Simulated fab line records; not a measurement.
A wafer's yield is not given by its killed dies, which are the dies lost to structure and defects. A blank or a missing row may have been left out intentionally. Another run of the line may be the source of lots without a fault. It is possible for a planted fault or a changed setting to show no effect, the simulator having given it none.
Struck lot and sound lot, side by side || flow sky130 || 16 out of 708 route steps
Sound: these wafers, L339.1, L339.2, L339.3. Struck: wafers L347.4, L347.6 (left out: L347.2, a lot-mate that was not struck); the cause follows at the end.
At each step with rows: each side's tool, then ch and its chambers, then its first start. Under that, the readings that differ: sound wafers || struck wafers || difference of the means || sigmas: that difference in standard deviations of wafers without a fault.
alike: readings with means less than 2 such deviations apart, plus words and numbers identical on both sides. not compared: withheld readings, readings lacking a value on some wafer, bounds such as >300 that could conceal the same value, and numbers that have no deviation in the record and whose values overlap.
A row with sigmas, a row that says differs or no value, or rows on one side alone: a step with any of these is where the two part. Numbers that don't overlap but have no deviation are shown without sigmas and don't part them. A reading missing from all wafers of one side parts the sides only when that side holds two or more wafers.

first, 8 steps without rows for these wafers: SKY_METAL1_DEHYDRATE_07 (time 60 s); SKY_METAL1_HMDS_08 (prime time 60 s); SKY_METAL1_COAT_09 (resist thk 60 nm); SKY_METAL1_COAT_10 (resist thk 450 nm); SKY_METAL1_SOFTBAKE_11 (time 90 s); SKY_METAL1_EXPOSE_12 (exposes mask MM1, target cd 140 nm); SKY_METAL1_PEB_13; SKY_METAL1_DEVELOP_14 (develop time 60 s).
SKY_METAL1_CD_MEAS_15: target cd 140 nm.
  struck on cd-sem-01, day 37 21:53; sound on cd-sem-01, day 35 10:15
  alike: cd-nm
SKY_METAL1_OVL_MEAS_16:
  struck on overlay-02, day 37 21:59; sound on overlay-02, day 35 10:22
{"reading": "METAL1_OVL (nm)", "sound": "-2 5 -4", "struck": "13 10", "difference": "+12", "sigmas": "+2"}
SKY_METAL1_DESCUM_17: chemistry O2, time 8 s.
  sound on rie-metal-02 ch 0,1, day 35 10:25; struck on rie-metal-02 ch 1, day 37 22:01
  alike: drypump-motor-current-A, oes-product-au
  not compared: rf-hours-counter-h
SKY_METAL1_ETCH_18: etches BARC in N2/H2, stops on SiO2, time 45.9 s, target depth 60 nm.
  sound on rie-metal-02 ch 0,1, day 35 10:26; struck on rie-metal-02 ch 1, day 37 22:03
{"reading": "throttle-valve-pct (%)", "sound": "13.226 13.204 13.210", "struck": "13.246 13.222", "difference": "+0.021", "sigmas": "+2"}
  alike: drypump-motor-current-A, n2-flow-sccm, oes-product-au, rf-fwd-power-W
  not compared: rf-hours-counter-h
SKY_METAL1_METAL_ETCH_19: etches the open film in Cl2/BCl3, stops on SiO2, target depth 360 nm, time 78 s.
  sound on rie-metal-02 ch 0,1, day 35 10:31; struck on rie-metal-02 ch 1, day 37 22:07
{"reading": "rf-fwd-power-W (W)", "sound": "892 895 893", "struck": "744 746", "difference": -148, "sigmas": -36}
{"reading": "model.KrF-thick_of_METAL1_COAT_10.thk-nm (nm)", "sound": "162.5 160.8 163", "struck": "194.7 194.1", "difference": "+32.3", "sigmas": ""}
{"reading": "model.METAL1.cd-nm (nm)", "sound": "136.6 138.5 136.6", "struck": "142.4 143.1", "difference": "+5.5", "sigmas": ""}
  alike: drypump-motor-current-A, oes-product-au, throttle-valve-pct
  not compared: rf-hours-counter-h
SKY_METAL1_STRIP_20: strips in O2/N2.
  sound on plasma-asher-03 ch 0,1, day 35 10:36; struck on plasma-asher-03 ch 1, day 37 22:13
{"reading": "strip-time-to-endpoint-s (s)", "sound": "2.73 2.71 2.72", "struck": "3.10 3.08", "difference": "+0.37", "sigmas": "+6"}
  alike: drypump-motor-current-A, n2-flow-sccm, oes-product-au
  not compared: rf-hours-counter-h
then, 1 step without rows for these wafers: SKY_METAL1_STRIP_21 (strips in post etch residue remover, time 1200 s).
-- the record jumps here: 12 days lie between the struck wafers' starts before and after (it left off in module METAL1 and takes up again in module PAD_OPEN, whose first step shown is number 708 of the route) --
SKY_PAD_OPEN_PROBE_99:
  rows exist in the record for the struck wafers here (prober-01, day 50 01:49), but not for the sound ones

## WHERE THEY PART
At SKY_METAL1_OVL_MEAS_16 first; at SKY_PAD_OPEN_PROBE_99 last (within this record only).

WHY: what the simulator had put in
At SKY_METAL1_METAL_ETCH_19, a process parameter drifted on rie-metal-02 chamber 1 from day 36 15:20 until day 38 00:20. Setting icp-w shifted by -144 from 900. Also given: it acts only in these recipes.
